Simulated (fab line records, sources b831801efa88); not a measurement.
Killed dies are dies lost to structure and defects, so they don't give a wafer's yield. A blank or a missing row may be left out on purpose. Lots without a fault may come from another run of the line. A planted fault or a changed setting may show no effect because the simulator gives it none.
fab line records | flow sky130
record lots=6 wafers=18 last_day=50
route steps=708 shown LOCAL_INTERCONNECT@404 CONTACT@406 PAD_OPEN@708
lots that met no fault: from a run of the same line without faults
start_h: hours from the record's first day to the start of the lot's first wafer shown | wait_h: hours since the lot's step before | " the same as in the row above | L1.1+2: a row that stands for several wafers | - no value, or no start given | * or withheld: withheld | < > ~ a bound
route shown NAME@n: a module of which the file shows steps, and the number in the route of the first | usual: mean/standard deviation of fault-free wafers | same: alike in all rows | chamber/n: place in a boat | sites: the reading at each site | _std_site: their standard deviation | _edge_site: outer sites' mean less inner sites' | radius_mm: how far each site lies from the wafer's centre | mask NAME#n: copy n | behind: the tool/chamber that last shaped the wafer | hold: why the lot was held/for how many hours/how that ended | device: the transistor (n, p or np) that didn't switch | end of line: the same wafers' tests at the end of the route | a step without rows: its recipe alone | killed: dies lost to structure and defects at the first sort, not the wafer's yield | map: a wafer's dies, x killed, . not, _ none there
set.NAME: the setting as run; set.NAME@STEP: as run at that earlier step | model.NAME: the simulator's own value behind a step, which no gauge read
lots at some steps of the route; a table a step, a row a wafer
services: from which hour (start_h, from the record's first day; less than 0 if before it) a tool's chamber was out of use, for how many hours, and why
## steps
# step SKY_LOCAL_INTERCONNECT_CLEAN_17
# recipe chemistry=IPA time_s=180 temp_c=25
# step SKY_LOCAL_INTERCONNECT_CLEAN_18
# recipe chemistry=O3/DIW dry=n2_spin
# step SKY_CONTACT_CVD_00
# recipe material=Si3N4 target_thk_nm=75 temp_c=400 time_s=withheld rf_w=450
# usual heater_power_w=732/95
# columns lot.wafer tool chamber start_h wait_h heater_power_w
L556.1 pecvd-04 1 720.42 0.0 726
L556.2 " 2 " " 543
L556.4 " 0 " " 737
L559.2 pecvd-02 0 749.84 0.0 743
L559.3 " 1 " " 801
L559.4 " 1 " " 798
L566.2 pecvd-02 1 803.13 0.0 745
L566.3 " 2 " " 666
L566.6 " 2 " " 667
L567.1 pecvd-02 0 808.79 0.0 770
L567.4 " 0 " " 773
L567.5 " 1 " " 882
L568.1 pecvd-04 2 811.19 0.0 572
L568.2 " 1 " " 751
L568.4 " 0 " " 728
L576.4 pecvd-02 1 865.55 0.0 889
L576.5 " 0 " " 804
L576.6 " 2 " " 662
# step SKY_CONTACT_THK_MEAS_01
# recipe reads=Si3N4_of_CONTACT_CVD_00
# usual CONTACT_CVD_00_THK=74.9/0.93
# columns lot.wafer tool chamber start_h wait_h CONTACT_CVD_00_THK[nm]
L556.1 film_metro-01 - 720.45 - 74.8
L556.2 " - " " 74.2
L556.4 " - " " 75.2
L559.2 film_metro-01 - 749.89 - 73.3
L559.3 " - " " 74.4
L559.4 " - " " 74.6
L566.2 film_metro-01 - 803.18 - 73.7
L566.3 " - " " 74.5
L566.6 " - " " 74.3
L567.1 film_metro-01 - 808.83 - 73.7
L567.4 " - " " 75.1
L567.5 " - " " 75.2
L568.1 film_metro-02 - 811.22 - 75.4
L568.2 " - " " 74.7
L568.4 " - " " 76.4
L576.4 film_metro-03 - 865.59 - 75.6
L576.5 " - " " 75.9
L576.6 " - " " 76.0
# step SKY_CONTACT_HDPCVD_02
# recipe material=SiO2 target_thk_nm=565 sigma_open_frac=0.3 time_s=94.2 temp_c=600 sih4_flow_sccm=60 pressure_mtorr=6
# step SKY_CONTACT_THK_MEAS_03
# recipe reads=SiO2_of_CONTACT_HDPCVD_02
# usual CONTACT_HDPCVD_THK=568/5.9
# columns lot.wafer tool chamber start_h wait_h CONTACT_HDPCVD_THK[nm]
L556.1 film_metro-03 - 720.58 0.0 570
L556.2 " - " " 570
L556.4 " - " " 567
L559.2 film_metro-02 - 750.01 0.0 576
L559.3 " - " " 570
L559.4 " - " " 569
L566.2 film_metro-02 - 803.31 0.0 576
L566.3 " - " " 577
L566.6 " - " " 573
L567.1 film_metro-03 - 808.96 0.0 566
L567.4 " - " " 567
L567.5 " - " " 568
L568.1 film_metro-01 - 811.35 0.0 560
L568.2 " - " " 561
L568.4 " - " " 559
L576.4 film_metro-02 - 865.72 0.0 569
L576.5 " - " " 560
L576.6 " - " " 562
# step SKY_CONTACT_CMP_04
# recipe material=SiO2 down_force_psi=4 platen_rpm=60 pad_velocity_m_s=0.94248
# usual motor_current_A=11.2/1.5 time_to_endpoint_s=82/3.3
# columns lot.wafer tool chamber start_h wait_h motor_current_A time_to_endpoint_s
L556.1 cmp-01 0 720.64 0.1 9.8 85
L556.2 " 2 " " 13.1 87
L556.4 " 3 " " 10.8 83
L559.2 cmp-01 0 750.06 0.0 10.0 83
L559.3 " 1 " " 11.2 82
L559.4 " 3 " " 10.7 84
L566.2 cmp-01 0 803.41 0.1 10.0 83
L566.3 " 1 " " 11.9 83
L566.6 " 0 " " 9.8 82
L567.1 cmp-01 2 809.12 0.1 13.1 82
L567.4 " 3 " " 11.2 79
L567.5 " 1 " " 12.3 79
L568.4 cmp-02 0 811.53 0.1 9.3 77
L568.1 " 2 " " 13.9 76
L568.2 " 3 " " 12.1 78
L576.4 cmp-02 3 865.85 0.1 11.7 81
L576.5 " 1 " " 11.4 80
L576.6 " 2 " " 13.0 80
# step SKY_CONTACT_BOW_MEAS_05
# recipe mode=bow
# usual CONTACT_BOW=81/6.1
# columns lot.wafer tool chamber start_h wait_h CONTACT_BOW[um]
L556.1 film_metro-01 - 720.94 0.2 82
L556.2 " - " " 80
L556.4 " - " " 90
L559.2 film_metro-01 - 750.38 0.3 89
L559.3 " - " " 74
L559.4 " - " " 72
L566.2 film_metro-03 - 803.68 0.2 74
L566.3 " - " " 79
L566.6 " - " " 77
L567.1 film_metro-03 - 809.32 0.1 83
L567.4 " - " " 77
L567.5 " - " " 83
L568.1 film_metro-01 - 811.83 0.1 85
L568.2 " - " " 83
L568.4 " - " " 81
L576.4 film_metro-03 - 866.11 0.2 87
L576.5 " - " " 82
L576.6 " - " " 82
# step SKY_CONTACT_DEHYDRATE_06
# recipe temp_c=200 time_s=60
# step SKY_CONTACT_HMDS_07
# recipe prime_time_s=60 prime_temp_c=120
# step SKY_CONTACT_COAT_08
# recipe resist=BARC temp_c=withheld time_s=withheld spin_rpm=3000 resist_thk_nm=60
# step SKY_CONTACT_COAT_09
# recipe resist=KrF-thick spin_rpm=3000 resist_thk_nm=450
# step SKY_CONTACT_SOFTBAKE_10
# recipe temp_c=100 time_s=90 resist=KrF-thick
# usual chill_plate_temp_C=22.99/0.1 heater_power_total_W=57.36/0.12 plate_temp_C=99.99/0.11
# columns lot.wafer tool chamber start_h wait_h chill_plate_temp_C heater_power_total_W plate_temp_C model.KrF-thick_of_CONTACT_COAT_09.thk_nm
L556.1 litho_track-04 0 734 - 23.08 57.22 99.98 451.5
L556.2 " 0 " " 22.94 57.26 100.02 451.6
L556.4 " 0 " " 22.97 57.40 99.81 451.6
L559.2 litho_track-02 0 763 - 23.21 57.42 100.23 450.1
L559.3 " 0 " " 22.97 57.42 100.05 451
L559.4 " 0 " " 23.05 57.28 100.00 450.3
L566.2 litho_track-04 0 816 - 23.01 57.39 99.72 449.5
L566.3 " 0 " " 22.91 57.42 99.93 449.7
L566.6 " 0 " " 23.06 57.40 99.78 449
L567.1 litho_track-02 0 822 - 22.85 65.07 109.61 445.5
L567.4 " 0 " " 23.02 64.72 109.50 446.7
L567.5 " 0 " " 22.83 65.00 109.55 444.2
L568.1 litho_track-02 0 825 - 22.89 64.77 109.47 443.4
L568.2 " 0 " " 22.87 64.76 109.49 444.1
L568.4 " 0 " " 22.99 65.09 109.34 445.1
L576.4 litho_track-01 0 879 - 23.02 57.54 100.09 451.6
L576.5 " 0 " " 23.07 57.22 100.11 452
L576.6 " 0 " " 22.97 57.24 100.14 451.1
# step SKY_CONTACT_EXPOSE_11
# recipe mask_id=CTM1 na=0.8 source_shape=annular sigma_inner=0.55 sigma_outer=0.85 target_cd_nm=170 dose_mj=38
# step SKY_CONTACT_PEB_12
# recipe peb_temp_c=withheld peb_time_s=withheld resist=KrF-thick
# step SKY_CONTACT_DEVELOP_13
# recipe develop_time_s=60 resist=KrF-thick dev_temp_c=21
# step SKY_CONTACT_CD_MEAS_14
# recipe target_cd_nm=170
# usual cd_nm=170.1/1.4
# columns lot.wafer tool chamber start_h wait_h hold cd_nm
L556.1 cd_sem-01 - 748.10 - - 168.3
L556.2 " - " " - 168.1
L556.4 " - " " - 169.8
L559.2 cd_sem-01 - 776.52 - - 169.9
L559.3 " - " " - 171.5
L559.4 " - " " - 170.3
L566.2 cd_sem-01 - 830.36 - - 168.1
L566.3 " - " " - 167.7
L566.6 " - " " - 167.8
L567.1 cd_sem-02 - 835.58 - await_dispo/0.2h/release 176.2
L567.4 " - " " await_dispo/0.2h/release 175.5
L567.5 " - " " await_dispo/0.2h/release 178.2
L567.1 cd_sem-02 - 835.86 0.3 - 176.1
L567.4 " - " " - 176.0
L567.5 " - " " - 177.8
L568.1 cd_sem-02 - 837.72 - await_dispo/0.2h/release 176.0
L568.2 " - " " await_dispo/0.2h/release 177.7
L568.4 " - " " await_dispo/0.2h/release 176.8
L568.1 cd_sem-02 - 838.00 0.3 - 176.1
L568.2 " - " " - 177.2
L568.4 " - " " - 176.4
L576.4 cd_sem-02 - 892.10 - - 170.7
L576.5 " - " " - 170.5
L576.6 " - " " - 170.3
# step SKY_CONTACT_OVL_MEAS_15
# usual CONTACT_OVL=-2/5.8
# columns lot.wafer tool chamber start_h wait_h hold CONTACT_OVL[nm]
L556.1 overlay-02 - 748.22 0.1 - 3
L556.2 " - " " - -3
L556.4 " - " " - -7
L559.2 overlay-01 - 776.62 0.1 - 5
L559.3 " - " " - 0
L559.4 " - " " - -5
L566.2 overlay-02 - 830.47 0.1 - -4
L566.3 " - " " - 1
L566.6 " - " " - -2
L567.1 overlay-02 - 838.79 2.9 await_dispo/2.8h/release -13
L567.4 " - " " await_dispo/2.8h/release 5
L567.5 " - " " await_dispo/2.8h/release -15
L568.1 overlay-02 - 844.40 6.4 await_dispo/6.3h/release 0
L568.2 " - " " await_dispo/6.3h/release 3
L568.4 " - " " await_dispo/6.3h/release 6
L576.4 overlay-02 - 892.18 0.1 - 3
L576.5 " - " " - 1
L576.6 " - " " - 2
# step SKY_CONTACT_ETCH_16
# recipe chemistry=N2/H2 target=BARC ion_energy_ev=200 source_w=500 bias_w=100 pressure_mtorr=30 n2_flow_sccm=100 h2_flow_sccm=200 stop_on=SiO2 time_s=45.9 target_depth_a=600
# usual drypump_motor_current_A=5.7/0.41 oes_product_au=0.855/0.0049 throttle_valve_pct=13.225/0.0093
# columns lot.wafer tool chamber start_h wait_h drypump_motor_current_A oes_product_au rf_hours_counter_h throttle_valve_pct model.CONTACT.cd_nm
L556.1 rie_diel-04 1 748.25 0.0 5.3 0.855 39 13.203 168.5
L556.2 " 2 " " 5.1 0.859 6 13.231 168.8
L556.4 " 0 " " 5.4 0.849 3 13.213 169.3
L559.2 rie_diel-04 2 776.65 0.0 5.1 0.853 7 13.245 170.9
L559.3 " 1 " " 5.3 0.856 40 13.237 172.1
L559.4 " 3 " " 5.6 0.858 19 13.219 170.9
L566.2 rie_diel-04 3 830.50 0.0 5.6 0.859 21 13.227 167.6
L566.3 " 0 " " 5.4 0.858 6 13.221 166.6
L566.6 " 1 " " 5.3 0.851 - 13.225 166.5
L567.1 rie_diel-04 0 838.82 0.0 5.4 0.859 6 13.210 175.8
L567.4 " 3 " " 5.6 0.846 - 13.217 176.3
L567.5 " 1 " " 5.3 0.854 - 13.229 177.4
L568.1 rie_diel-01 3 844.44 0.0 5.0 0.858 21 13.240 176.2
L568.2 " 1 " " 6.0 0.856 13 13.234 177.6
L568.4 " 2 " " 5.6 0.850 11 13.222 176.7
L576.4 rie_diel-02 2 892.20 0.0 6.1 0.863 9 13.223 170.8
L576.5 " 0 " " 6.1 0.850 - 13.217 170.5
L576.6 " 1 " " 6.1 0.855 - 13.220 170.2
# step SKY_CONTACT_ETCH_17
# recipe target=SiO2 chemistry=C4F8/O2/Ar stop_on=Si3N4 mask_material=KrF-thick source_w=1500 bias_w=1200 pressure_mtorr=40 c4f8_flow_sccm=withheld O2_flow_sccm=6 Ar_flow_sccm=300 time_s=withheld target_depth_a=3400
# usual oes_product_au=0.892/0.0046
# columns lot.wafer tool chamber start_h wait_h oes_product_au
L556.1 rie_diel-04 1 748.29 0.0 0.880
L556.2 " 2 " " 0.895
L556.4 " 0 " " 0.892
L559.2 rie_diel-04 2 776.69 0.0 0.892
L559.3 " 1 " " 0.902
L559.4 " 3 " " 0.888
L566.2 rie_diel-04 3 830.54 0.0 0.893
L566.3 " 0 " " 0.891
L566.6 " 1 " " 0.894
L567.1 rie_diel-04 0 838.86 0.0 0.893
L567.4 " 3 " " 0.894
L567.5 " 1 " " 0.889
L568.1 rie_diel-01 3 844.48 0.0 0.889
L568.2 " 1 " " 0.902
L568.4 " 2 " " 0.886
L576.4 rie_diel-02 2 892.24 0.0 0.894
L576.5 " 0 " " 0.890
L576.6 " 1 " " 0.905
# step SKY_CONTACT_ETCH_18
# recipe target=Si3N4 chemistry=CHF3/O2 stop_on=TiN source_w=600 bias_w=200 pressure_mtorr=40 chf3_flow_sccm=50 O2_flow_sccm=5 time_s=39 target_depth_a=750
# usual chf3_flow_sccm=49.99/0.15 drypump_motor_current_A=5.7/0.4 oes_product_au=0.854/0.0072 throttle_valve_pct=8.793/0.0082
# columns lot.wafer tool chamber start_h wait_h chf3_flow_sccm drypump_motor_current_A oes_product_au rf_hours_counter_h throttle_valve_pct model.CONTACT.cd_nm model.KrF-thick_of_CONTACT_COAT_09.thk_nm
L556.1 rie_diel-04 1 - - 50.29 5.3 0.858 39 8.800 168.6 244.1
L556.2 " 2 " " 50.02 5.1 0.853 6 8.792 169 240.2
L556.4 " 0 " " 50.07 5.4 0.859 3 8.788 169.6 242.6
L559.2 rie_diel-04 2 - - 49.77 5.1 0.844 7 8.802 171.1 238.4
L559.3 " 1 " " 49.85 5.3 0.859 40 8.801 172.1 242.8
L559.4 " 3 " " 50.20 5.6 0.861 19 8.801 170.8 240
L566.2 rie_diel-04 3 - - 49.78 5.6 0.856 21 8.793 167.5 239
L566.3 " 0 " " 49.77 5.4 0.847 6 8.796 167 240.4
L566.6 " 1 " " 49.90 5.3 0.849 - 8.804 166.4 240
L567.1 rie_diel-04 0 - - 50.01 5.4 0.846 6 8.784 175.8 237.5
L567.4 " 3 " " 49.88 5.6 0.857 - 8.786 176 237.3
L567.5 " 1 " " 50.06 5.3 0.849 - 8.803 177.2 235.3
L568.1 rie_diel-01 3 - - 50.12 5.0 0.856 21 8.783 176.5 237.3
L568.2 " 1 " " 49.83 6.0 0.856 13 8.806 177.8 238.7
L568.4 " 2 " " 49.82 5.6 0.869 11 8.809 176.6 235.9
L576.4 rie_diel-02 2 - - 50.17 6.1 0.857 9 8.794 170.8 244.7
L576.5 " 0 " " 49.86 6.0 0.863 - 8.798 170.2 247.2
L576.6 " 1 " " 49.84 6.1 0.866 - 8.783 170.2 243.3
# step SKY_CONTACT_STRIP_19
# recipe chemistry=O2/N2 power_w=1400 pressure_mtorr=1500 platen_temp_c=withheld o2_flow_sccm=3000 n2_flow_sccm=300 overash_fraction=0.5
# usual drypump_motor_current_A=6.0/0.48 oes_product_au=0.381/0.0047 strip_time_to_endpoint_s=3.611/0.027
# same overash_fraction=0.5
# columns lot.wafer tool chamber start_h wait_h drypump_motor_current_A oes_product_au rf_hours_counter_h strip_time_to_endpoint_s
L556.1 plasma_asher-02 0 748.38 - 5.4 0.376 97 3.635
L556.2 " 1 " " 6.2 0.378 97 3.584
L556.4 " 1 " " 6.2 0.376 - 3.599
L559.2 plasma_asher-01 1 776.88 - 5.7 0.374 4 3.571
L559.3 " 1 " " 5.8 0.378 - 3.601
L559.4 " 0 " " 6.7 0.382 - 3.589
L566.2 plasma_asher-02 1 830.63 - 6.2 0.376 106 3.583
L566.3 " 1 " " 6.2 0.383 - 3.599
L566.6 " 0 " " 5.4 0.380 - 3.574
L567.1 plasma_asher-02 0 838.95 - 5.4 0.379 107 3.556
L567.4 " 0 " " 5.4 0.384 - 3.569
L567.5 " 0 " " 5.4 0.374 - 3.524
L568.1 plasma_asher-02 0 844.57 - 5.4 0.388 108 3.546
L568.2 " 1 " " 6.3 0.380 108 3.577
L568.4 " 1 " " 6.2 0.380 - 3.554
L576.4 plasma_asher-02 1 892.36 - 6.2 0.376 - 3.633
L576.5 " 1 " " 6.2 0.389 - 3.673
L576.6 " 0 " " 5.4 0.381 - 3.635
# step SKY_PAD_OPEN_PROBE_99
# usual killed_at_M0_to_M3=44/6.6 killed_at_M4_up=3.4/1.9 killed_at_contacts=25/5.6 killed_at_front_end=15/4.6 killed_at_other=0.3/0.6 killed_dies=88/9.5 killed_open=47/7.1 killed_short=40/6.4
# same gross_dies=492 killed_at_back_side=0
# columns lot.wafer tool chamber start_h wait_h killed_at_M0_to_M3 killed_at_M4_up killed_at_contacts killed_at_front_end killed_at_other killed_dies killed_open killed_short model.etest.mcon_chain.rc_ohm
L556.1 prober-02 - 1085.71 0.1 42 2 28 14 0 86 52 34 16.79
L556.2 prober-02 - 1085.76 0.1 43 4 28 10 0 85 41 42 17.06
L556.4 prober-02 - 1085.86 0.2 45 4 22 16 0 87 47 38 17.36
L559.2 prober-01 - 1108.97 0.1 34 4 12 19 0 69 33 36 16.05
L559.3 prober-01 - 1109.02 0.2 41 1 28 16 0 86 48 37 16.08
L559.4 prober-01 - 1109.07 0.2 32 6 19 9 0 66 43 23 16.58
L566.2 prober-02 - 1148.87 0.1 45 2 19 21 1 88 47 39 16.73
L566.3 prober-02 - 1148.92 0.2 40 7 15 12 0 74 38 36 17.15
L566.6 prober-02 - 1149.07 0.2 43 2 29 17 0 91 54 37 17.3
L567.1 prober-01 - 1149.77 0.1 38 3 31 10 1 83 39 44 16.22
L567.4 prober-01 - 1149.92 0.2 46 0 22 21 1 90 48 42 16.37
L567.5 prober-01 - 1149.97 0.2 48 6 12 12 0 78 44 34 15.62
L568.1 prober-02 - 1152.02 0.1 49 1 23 10 0 83 43 40 16.11
L568.2 prober-02 - 1152.07 0.1 33 6 22 16 1 78 30 48 15.13
L568.4 prober-02 - 1152.17 0.2 31 3 20 16 0 70 35 35 15.54
L576.4 prober-01 - 1189.81 0.2 51 5 26 19 1 102 46 56 17.19
L576.5 prober-01 - 1189.86 0.2 32 5 24 14 0 75 34 41 16.59
L576.6 prober-01 - 1189.91 0.2 45 2 31 15 0 93 51 42 16.73
# killed by level:class
L556.1 VIA1:geometric_particle:open=11 CONTACT:geometric_particle:open=10 VIA3:geometric_particle:open=7 VIA2:geometric_particle:open=7 LI_CONTACT:geometric_particle:open=6 CONTACT:geometric_particle:short=5 LOCAL_INTERCONNECT:geometric_particle:short=4 VIA2:geometric_particle:short=4
L556.2 CONTACT:geometric_particle:open=10 VIA1:geometric_particle:open=10 VIA2:geometric_particle:open=7 LI_CONTACT:geometric_particle:open=6 CONTACT:geometric_particle:short=6 VIA1:geometric_particle:short=5 METAL2:geometric_particle:short=5 FIELD_ISO:geometric_particle:short=4
L556.4 VIA1:geometric_particle:open=12 LI_CONTACT:geometric_particle:open=9 VIA1:geometric_particle:short=8 VIA3:geometric_particle:open=7 CONTACT:geometric_particle:open=5 VIA2:geometric_particle:open=5 METAL3:geometric_particle:short=4 FIELD_ISO:geometric_particle:short=3
L559.2 VIA1:geometric_particle:short=7 VIA3:geometric_particle:open=7 POLY_GATE:geometric_particle:short=6 FIELD_ISO:geometric_particle:open=5 POLY_GATE:geometric_particle:open=5 VIA1:geometric_particle:open=5 CONTACT:geometric_particle:short=4 METAL1:geometric_particle:short=4
L559.3 VIA1:geometric_particle:open=15 CONTACT:geometric_particle:open=12 LOCAL_INTERCONNECT:geometric_particle:short=9 METAL2:geometric_particle:short=6 FIELD_ISO:geometric_particle:open=5 POLY_GATE:geometric_particle:short=4 VIA3:geometric_particle:short=4 FIELD_ISO:geometric_particle:short=3
L559.4 LI_CONTACT:geometric_particle:open=9 VIA1:geometric_particle:open=9 VIA2:geometric_particle:open=7 CONTACT:geometric_particle:open=6 VIA1:geometric_particle:short=4 VIA3:geometric_particle:open=4 FIELD_ISO:geometric_particle:short=3 METAL2:geometric_particle:short=3
L566.2 VIA1:geometric_particle:open=9 CONTACT:geometric_particle:open=8 VIA2:geometric_particle:open=8 FIELD_ISO:geometric_particle:short=7 METAL1:geometric_particle:short=6 FIELD_ISO:geometric_particle:open=4 CONTACT:geometric_particle:short=4 METAL2:geometric_particle:short=4
L566.3 VIA3:geometric_particle:open=6 LI_CONTACT:geometric_particle:open=5 VIA2:geometric_particle:open=5 CONTACT:geometric_particle:open=5 VIA1:geometric_particle:open=5 METAL2:geometric_particle:short=5 VIA2:geometric_particle:short=5 METAL3:geometric_particle:short=5
L566.6 VIA1:geometric_particle:open=13 LI_CONTACT:geometric_particle:open=12 METAL1:geometric_particle:short=8 FIELD_ISO:geometric_particle:open=7 CONTACT:geometric_particle:open=7 FIELD_ISO:geometric_particle:short=6 CONTACT:geometric_particle:short=5 METAL2:geometric_particle:short=5
L567.1 LI_CONTACT:geometric_particle:open=10 LOCAL_INTERCONNECT:geometric_particle:short=8 VIA1:geometric_particle:short=8 VIA3:geometric_particle:open=6 LI_CONTACT:geometric_particle:short=5 METAL1:geometric_particle:short=5 VIA1:geometric_particle:open=5 CONTACT:geometric_particle:short=4
L567.4 VIA1:geometric_particle:open=17 LOCAL_INTERCONNECT:geometric_particle:short=7 POLY_GATE:geometric_particle:short=6 FIELD_ISO:geometric_particle:open=5 FIELD_ISO:geometric_particle:short=5 LI_CONTACT:geometric_particle:open=5 METAL1:geometric_particle:short=5 VIA2:geometric_particle:open=5
L567.5 VIA1:geometric_particle:open=14 VIA3:geometric_particle:open=8 VIA3:geometric_particle:short=7 METAL2:geometric_particle:short=5 CONTACT:geometric_particle:open=4 LOCAL_INTERCONNECT:geometric_particle:short=4 VIA2:geometric_particle:open=4 FIELD_ISO:geometric_particle:short=3
L568.1 VIA1:geometric_particle:open=9 LI_CONTACT:geometric_particle:open=8 METAL1:geometric_particle:short=8 VIA2:geometric_particle:open=7 VIA3:geometric_particle:open=6 LOCAL_INTERCONNECT:geometric_particle:short=5 VIA1:geometric_particle:short=5 FIELD_ISO:geometric_particle:short=4
L568.2 VIA1:geometric_particle:open=7 FIELD_ISO:geometric_particle:short=6 LI_CONTACT:geometric_particle:open=6 CONTACT:geometric_particle:open=6 METAL1:geometric_particle:short=6 METAL2:geometric_particle:short=5 VIA3:geometric_particle:short=4 LOCAL_INTERCONNECT:geometric_particle:short=4
L568.4 CONTACT:geometric_particle:open=7 METAL2:geometric_particle:short=7 VIA1:geometric_particle:open=6 LI_CONTACT:geometric_particle:open=5 POLY_GATE:geometric_particle:short=4 POLY_GATE:geometric_particle:open=4 CONTACT:geometric_particle:short=4 VIA2:geometric_particle:open=4
L576.4 CONTACT:geometric_particle:open=11 VIA1:geometric_particle:open=11 METAL3:geometric_particle:short=8 POLY_GATE:geometric_particle:short=7 VIA2:geometric_particle:open=7 METAL1:geometric_particle:short=7 METAL2:geometric_particle:short=6 CONTACT:geometric_particle:short=5
L576.5 CONTACT:geometric_particle:open=9 CONTACT:geometric_particle:short=6 VIA2:geometric_particle:open=6 POLY_GATE:geometric_particle:short=5 LI_CONTACT:geometric_particle:open=5 METAL1:geometric_particle:short=4 METAL2:geometric_particle:short=4 FIELD_ISO:geometric_particle:short=3
L576.6 VIA1:geometric_particle:open=11 CONTACT:geometric_particle:open=9 LOCAL_INTERCONNECT:geometric_particle:short=8 LI_CONTACT:geometric_particle:open=7 METAL1:geometric_particle:short=7 VIA3:geometric_particle:open=6 FIELD_ISO:geometric_particle:open=5 VIA2:geometric_particle:short=5
## services
# columns tool chamber start_h hours kind
rie_diel-04 3 700.52 3.8 repair
rie_diel-01 2 700.57 6.7 repair
cmp-02 - 705.77 0.2 repair
rie_diel-04 1 707.18 5.0 repair
rie_diel-04 - 713.20 1.0 repair
cmp-01 - 741.47 1.8 repair
cmp-02 - 743.37 33.0 repair
cmp-02 - 749.54 1.4 repair
cmp-01 - 751.61 3.9 repair
plasma_asher-02 - 766.42 12.0 repair
rie_diel-01 3 770.48 11.2 repair
cmp-02 - 776.42 4.0 pm
cmp-02 - 780.72 9.0 pm
cmp-02 - 786.88 0.6 repair
cmp-01 - 789.75 6.3 pm
pecvd-04 - 798.02 6.0 pm
cmp-02 - 802.63 0.2 repair
cmp-01 - 804.65 0.5 repair
cmp-01 - 809.70 0.7 repair
cmp-01 - 810.38 6.3 pm
rie_diel-04 2 812.83 54.2 repair
cmp-02 - 820.30 1.1 repair
cmp-01 - 825.64 0.5 repair
cmp-02 - 829.77 7.2 repair
## key
first_sign step=SKY_CONTACT_SOFTBAKE_10 reading=plate_temp_C direction=up sigmas=85 usual=* struck=*
effect step=SKY_CONTACT_SOFTBAKE_10 reading=heater_power_total_W direction=up sigmas=64 usual=* struck=*
effect step=SKY_CONTACT_CD_MEAS_14 reading=visit direction=added
model_effect step=SKY_CONTACT_SOFTBAKE_10 value=KrF-thick_of_CONTACT_COAT_09.thk_nm without=450.7 struck=444.8
model_effect step=SKY_CONTACT_ETCH_16 value=CONTACT.cd_nm without=170.1 struck=176.7
model_effect step=SKY_CONTACT_ETCH_18 value=CONTACT.cd_nm without=170.1 struck=176.6
model_effect step=SKY_PAD_OPEN_PROBE_99 value=etest.mcon_chain.rc_ohm without=16.55 struck=15.83
met_at SKY_CONTACT_SOFTBAKE_10
struck_wafers L567.1,L567.4,L567.5,L568.1,L568.2,L568.4
tester_left_out L567,L568
onset_between 763 822
fault kind=process_parameter_drift tool=litho_track-02 chamber=- onset_h=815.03 steps=SKY_CONTACT_SOFTBAKE_10 channel=temp_c offset=* shape=step end_h=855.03 acts_in=* stated=*
# tester_left_out: of these lots the tester's yield and bins aren't shown, on N5 and GAA mostly nor the transistor test; their killed dies are dies lost to structure and defects alone, not to doping, threshold or leakage, so they don't give the yield
